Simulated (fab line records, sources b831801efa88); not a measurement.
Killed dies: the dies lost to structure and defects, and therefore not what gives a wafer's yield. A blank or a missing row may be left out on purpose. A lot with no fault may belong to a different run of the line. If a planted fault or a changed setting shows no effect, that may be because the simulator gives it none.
A lot that was struck, set against a sound lot -- flow sky130 -- 43 steps out of a route of 708
Sound: these wafers, L368.4, L368.5, L368.6. Struck: wafers L373.2, L373.3, L373.6. At the end, the cause is stated.
Each step with rows lists, per side, the tool, then ch with its chambers, then its first start. Under that, the readings that differ: sound wafers -- struck wafers -- difference of the means -- sigmas: that difference in standard deviations of wafers without a fault.
alike: words and numbers the same on both sides, and readings whose means are apart by under 2 such deviations; not compared: readings that were withheld, readings missing a value for some wafer, numbers with overlapping values and no deviation given by the record, and bounds like >300 which may hide the same value.
A row with sigmas, a row that says differs or no value, or rows on one side alone: a step with any of these is where the two part. When numbers do not overlap yet have no deviation, they are printed without sigmas and do not part them. Lack of a reading on every wafer of one side parts them only where that side has two or more wafers.

first, 3 steps without rows for these wafers: SKY_FIELD_ISO_CLEAN_20 (cleans in dHF, time 20 s); SKY_FIELD_ISO_WET_ETCH_21 (etches SiO2 in dHF, target depth 20 nm, time 400 s); SKY_FIELD_ISO_OXIDATION_22 (stabilise 600 s, purge 300 s, target thk 10 nm).
SKY_FIELD_ISO_THK_MEAS_23:
  sound: film metro-01 at day 2 11:23; struck: film metro-04 at day 3 14:26
  alike: FIELD_ISO_OXIDATION_01_THK
then, 1 step without rows for these wafers: SKY_FIELD_ISO_CVD_24 (deposits SiO2, target thk 595 nm, time 99.2 s).
SKY_FIELD_ISO_THK_MEAS_25:
  sound: film metro-01 at day 2 11:31; struck: film metro-02 at day 3 14:34
  alike: FIELD_ISO_CVD_24_THK
then, 1 step without rows for these wafers: SKY_FIELD_ISO_ANNEAL_26 (time 1800 s).
SKY_FIELD_ISO_CMP_27: polishes, stops on Si3N4, t overpolish 16 s, target thk 457.8 nm.
  sound on cmp-01 ch 0,1, day 2 13:06; struck on cmp-01 ch 0,2,3, day 3 16:28
  alike: motor current A, overpolish run s, time to endpoint s
then, 4 steps without rows for these wafers: SKY_FIELD_ISO_WET_ETCH_28 (etches SiO2 in dHF, target depth 23.7 nm, time 47 s); SKY_FIELD_ISO_WET_ETCH_29 (etches Si3N4 in H3PO4, target depth 160 nm, time 1825 s); SKY_FIELD_ISO_WET_ETCH_30 (etches SiO2 in dHF, target depth 25 nm, time 50 s); SKY_NWELL_CLEAN_00 (cleans in SC1/SC2, time 150 s).
SKY_NWELL_OXIDATION_01: stabilise 600 s, purge 300 s, target thk 10 nm.
  sound on furnace-02 ch 0, day 2 14:02; struck on furnace-01 ch 0, day 3 18:04
reading,sound,struck,difference,sigmas
spike tc bottom C (C),921.6 922.8 923.3,897.2 897.1 898.9,-24.8,-9
spike tc centre C (C),901.5 901.6 900.7,880.6 881.8 881.5,-20.0,-21
spike tc lower C (C),902.6 901.0 901.8,879.5 878.5 878.5,-23.0,-14
spike tc upper C (C),902.0 900.8 901.2,880.4 879.4 880.2,-21.3,-16
tube center temp C (C),900.03 899.9 899.94,879.82 879.74 879.82,-20.16,-99 or more
tube_center_temp_C_max,903.1 902.3 902.1,882.6 882.4 882.0,-20.2,-55
zone power top pct (%),34.8 33.7 34.2,32.8 33.7 32.7,-1.2,-3
model.SiO2_of_NWELL_OXIDATION_01.thk nm (nm),9.995 10.01 10.02,8.032 8.081 8.071,-1.947,
  alike: zone power bottom pct
SKY_NWELL_THK_MEAS_02:
  sound: film metro-04 at day 2 15:28; struck: film metro-04 at day 3 19:42
reading,sound,struck,difference,sigmas
NWELL_OXIDATION_THK (nm),9.98 10.03 10.03,8.03 8.06 8.05,-1.97,-12
  not compared: hold
then, 7 steps without rows for these wafers: SKY_DNWELL_HMDS_01 (prime time 60 s); SKY_DNWELL_COAT_02 (resist thk 3000 nm); SKY_DNWELL_SOFTBAKE_03; SKY_DNWELL_EXPOSE_04 (exposes mask DNM, target cd 3000 nm); SKY_DNWELL_PEB_05; SKY_DNWELL_DEVELOP_06 (develop time 60 s); SKY_DNWELL_IMPLANT_07.
SKY_DNWELL_STRIP_08: strips in O2/N2.
  sound on plasma asher-01 ch 0,1, day 3 07:13; struck on plasma asher-02 ch 0,1, day 4 12:41
  alike: drypump motor current A, oes product au, strip time to endpoint s
  not compared: rf hours counter h
SKY_DNWELL_TW_MEAS_09:
  sound: film metro-03 at day 3 07:19; struck: film metro-03 at day 4 12:48
  alike: DNWELL_TW
then, 7 steps without rows for these wafers: SKY_PWDE_DEHYDRATE_00 (time 60 s); SKY_PWDE_HMDS_01 (prime time 60 s); SKY_PWDE_COAT_02 (resist thk 3000 nm); SKY_PWDE_SOFTBAKE_03; SKY_PWDE_EXPOSE_04 (exposes mask PWDEM, target cd 840 nm); SKY_PWDE_PEB_05; SKY_PWDE_DEVELOP_06 (develop time 60 s).
SKY_PWDE_OVL_MEAS_07:
  sound: overlay-02 at day 3 23:31; struck: overlay-02 at day 5 05:59
  alike: PWDE_OVL
after that, 1 step had no rows for these wafers: SKY_PWDE_IMPLANT_08.
SKY_PWDE_STRIP_09: strips in O2/N2.
  sound on plasma asher-04 ch 0,1, day 3 23:43; struck on plasma asher-03 ch 0, day 5 06:10
  alike: drypump motor current A, oes product au, strip time to endpoint s
  not compared: rf hours counter h
SKY_PWDE_TW_MEAS_10:
  sound: film metro-03 at day 3 23:49; struck: film metro-03 at day 5 06:16
  alike: PWDE_TW
then, 7 steps without rows for these wafers: SKY_NWELL_DEHYDRATE_03 (time 60 s); SKY_NWELL_HMDS_04 (prime time 60 s); SKY_NWELL_COAT_05 (resist thk 3000 nm); SKY_NWELL_SOFTBAKE_06; SKY_NWELL_EXPOSE_07 (exposes mask NWM, target cd 840 nm); SKY_NWELL_PEB_08; SKY_NWELL_DEVELOP_09 (develop time 60 s).
-- the record jumps here: 10 days lie between the struck wafers' starts before and after (it left off in module NWELL and takes up again in module SONOS_ONO, whose first step shown is number 183 of the route) --
SKY_SONOS_ONO_ETCH_15: etches the open film in CHF3/O2, target depth 19.52 nm, time 7.8 s.
  sound on rie diel-04 ch 0,3, day 12 21:11; struck on rie diel-01 ch 1,2,3, day 14 23:14
reading,sound,struck,difference,sigmas
model.SiO2_of_NWELL_OXIDATION_01.thk nm (nm),5.526 5.511 5.527,3.546 3.63 3.631,-1.919,
  alike: drypump motor current A, oes product au, throttle valve pct
  not compared: rf hours counter h
-- the record jumps here: 33 days lie between the struck wafers' starts before and after (it left off in module SONOS_ONO and takes up again in module PAD_OPEN, whose first step shown is number 708 of the route) --
SKY_PAD_OPEN_PROBE_99:
  sound: prober-01 at day 45 23:17; struck: prober-02 at day 47 16:23
reading,sound,struck,difference,sigmas
model.etest.pfet g5v0d10v5.off log10 a um,-12.63 -12.94 -12.97,-11.89 -12.14 -11.85,+0.89,
model.etest.pfet_16v.vt v (V),-1.117 -1.115 -1.119,-1.054 -1.059 -1.059,+0.060,
model.etest.pfet g5v0d10v5.vt long v (V),-0.9423 -0.9422 -0.9487,-0.8946 -0.8949 -0.8981,+0.0485,
  alike: killed_at_M0_to_M3, killed_at_M4_up, killed at contacts, killed at front end, killed at other, killed dies, killed open, killed short

WHERE THEY PART
Last at SKY_NWELL_THK_MEAS_02 as far as this record goes, first at SKY_NWELL_OXIDATION_01. Later steps at which nothing parts them and some readings are alike: SKY_DNWELL_STRIP_08, SKY_DNWELL_TW_MEAS_09, SKY_PWDE_OVL_MEAS_07, SKY_PWDE_STRIP_09, SKY_PWDE_TW_MEAS_10, SKY_SONOS_ONO_ETCH_15, SKY_PAD_OPEN_PROBE_99.

WHY: the cause the simulator had injected
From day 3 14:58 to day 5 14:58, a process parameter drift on furnace-01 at SKY_NWELL_OXIDATION_01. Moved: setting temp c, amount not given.
